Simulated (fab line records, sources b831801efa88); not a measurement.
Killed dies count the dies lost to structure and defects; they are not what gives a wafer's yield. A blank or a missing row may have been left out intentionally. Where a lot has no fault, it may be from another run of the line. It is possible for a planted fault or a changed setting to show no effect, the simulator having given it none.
One fault through the eyes of 2 desks | flow sky130 | what lay behind the numbers comes last; until then each desk has only its own

METROLOGY DESK
Means of the sampled wafers that have a number, per lot and without regard to the tool the lot ran on: this is what the gauges read. The brackets show how far a lot's mean lies from the usual mean; more than 4 standard deviations puts the lot out of limits, marked OUT.
Columns: A = VIA4_HDPCVD_THK at SKY_VIA4_THK_MEAS_01, usual 1746 nm; B = VIA4_BOW at SKY_VIA4_BOW_MEAS_03, usual 80 um; C = VIA4_OVL at SKY_VIA4_OVL_MEAS_11, usual 0.7 nm
lot  | first seen here | A    | B  | C
L683 | day 46 19:50    | 1729 | 78 | 0.7
L689 | day 48 00:56    | 1751 | 74 | 0.8
L690 | day 48 12:07    | 1738 | 84 | 0.4
L692 | day 48 17:25    | 1768 | 77 | 2.5
L694 | day 48 22:56    | 1741 | 73 | 0.2
Finding of this desk: none of the 5 lots has anything out of limits.

AT THE TOOL OWNER'S DESK: litho-track-02
Per lot that ran on this tool, the mean of the sampled wafers carrying a number, from the tool's own readings at SKY_VIA4_SOFTBAKE_07 (time 60 s). The brackets show how far a lot's mean lies from the usual mean; more than 4 standard deviations puts the lot out of limits, marked OUT.
Columns: A = exhaust-pa at SKY_VIA4_SOFTBAKE_07, usual 44.8 Pa; B = run-length-s at SKY_VIA4_SOFTBAKE_07, usual 89.17 s
lot  | first seen here | A    | B
L683 | day 47 07:09    | 45.2 | 100.84 (+90) OUT
L694 | day 49 08:42    | 45.2 | 89.16
Finding of this desk: L683 out of limits; the first was L683 at day 47 07:09, on run-length-s at SKY_VIA4_SOFTBAKE_07. L694 stayed within limits.

BROUGHT TOGETHER
An alarm could have come from the tool owner's desk at day 47 07:09, on L683.
At the metrology desk, nothing out of limits was observed.
The metrology desk has L683 on record, within its limits.
On litho-track-02, each named lot ran SKY_VIA4_SOFTBAKE_07.

WHAT HAD BEEN PUT IN BY THE SIMULATOR
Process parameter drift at SKY_VIA4_SOFTBAKE_07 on litho-track-02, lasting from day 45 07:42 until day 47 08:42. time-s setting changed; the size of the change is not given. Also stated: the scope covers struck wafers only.
Struck lots among those shown: L683.
How many hours passed from the start of the fault until each desk's first out-of-limits reading: the tool owner's desk, 47.
